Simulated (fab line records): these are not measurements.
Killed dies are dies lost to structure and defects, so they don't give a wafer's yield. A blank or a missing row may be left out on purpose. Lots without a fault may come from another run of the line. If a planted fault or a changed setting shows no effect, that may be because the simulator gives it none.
The same fault as seen by 2 desks -- flow sfq-line -- numbers are kept per desk, each desk with only its own; the story behind them comes last

## THE METROLOGY DESK
Lot by lot, what the gauges showed, no matter which tool ran the lot: averages of those sampled wafers that carry a number. A lot is out of limits, marked OUT, if its mean lies more than 4 standard deviations from the usual mean; the brackets give that distance.
Columns: A = R5_MONX_RS at SFQ_R5_RS_MEAS_933, usual 7.07 ohm/sq; B = M6_OVL at SFQ_M6_OVL_MEAS_940, usual -5 nm
lot,first seen here,A,B
L472,day 43 18:02,7.06,-9
L473,day 44 18:11,7.10,-5
L474,day 45 03:17,7.08,-13
L478,day 46 06:19,7.06,-1
L479,day 46 12:17,7.14,2
L480,day 48 07:38,7.12,-2
L483,day 51 13:38,7.10,-1
L484,day 52 03:19,7.07,-2
L485,day 52 15:30,7.07,-3
L487,day 53 11:36,6.92,-6
L488,day 55 08:52,7.11,-7
L489,day 56 15:12,6.98,-1
L490,day 56 22:24,7.14,-9
L493,day 58 19:14,7.05,-6
L494,day 60 02:03,7.06,4
This desk's verdict: no lot among the 15 shows anything out of limits.

## AT THE TOOL OWNER'S DESK: rie-metal-03
The tool's own readings at SFQ_TRILAYER_M5_BARC_OPEN_METAL_ETCH_161 (etches BARC in O2, target depth 125 nm, time 41.7 s): means of the sampled wafers that have a number, for each lot that ran on this tool. A lot is out of limits, marked OUT, if its mean lies more than 4 standard deviations from the usual mean; the brackets give that distance.
Columns: A = bias-w at SFQ_TRILAYER_M5_BARC_OPEN_METAL_ETCH_161, usual 80.03 W; B = chamber-pressure-mTorr at SFQ_TRILAYER_M5_BARC_OPEN_METAL_ETCH_161, usual 10.000 mTorr; C = drypump-motor-current-A at SFQ_TRILAYER_M5_BARC_OPEN_METAL_ETCH_161, usual 5.89 A; D = oes-product-au at SFQ_TRILAYER_M5_BARC_OPEN_METAL_ETCH_161, usual 0.685 a.u.
lot,first seen here,A,B,C,D
L472,day 43 06:31,80.10,9.990,5.93,0.687
L473,day 44 08:05,80.26,10.002,5.91,0.687
L474,day 44 18:53,80.26,10.004,5.87,0.684
L480,day 47 12:35,79.94,10.002,5.83,0.687
L494,day 59 20:22,80.16,9.992,5.88,0.686
This desk's verdict: no lot among the 5 shows anything out of limits.

## BROUGHT TOGETHER
Metrology desk: nothing out of limits seen.
Nothing out of limits was seen by the tool owner's desk.

## WHAT HAD BEEN PUT IN BY THE SIMULATOR
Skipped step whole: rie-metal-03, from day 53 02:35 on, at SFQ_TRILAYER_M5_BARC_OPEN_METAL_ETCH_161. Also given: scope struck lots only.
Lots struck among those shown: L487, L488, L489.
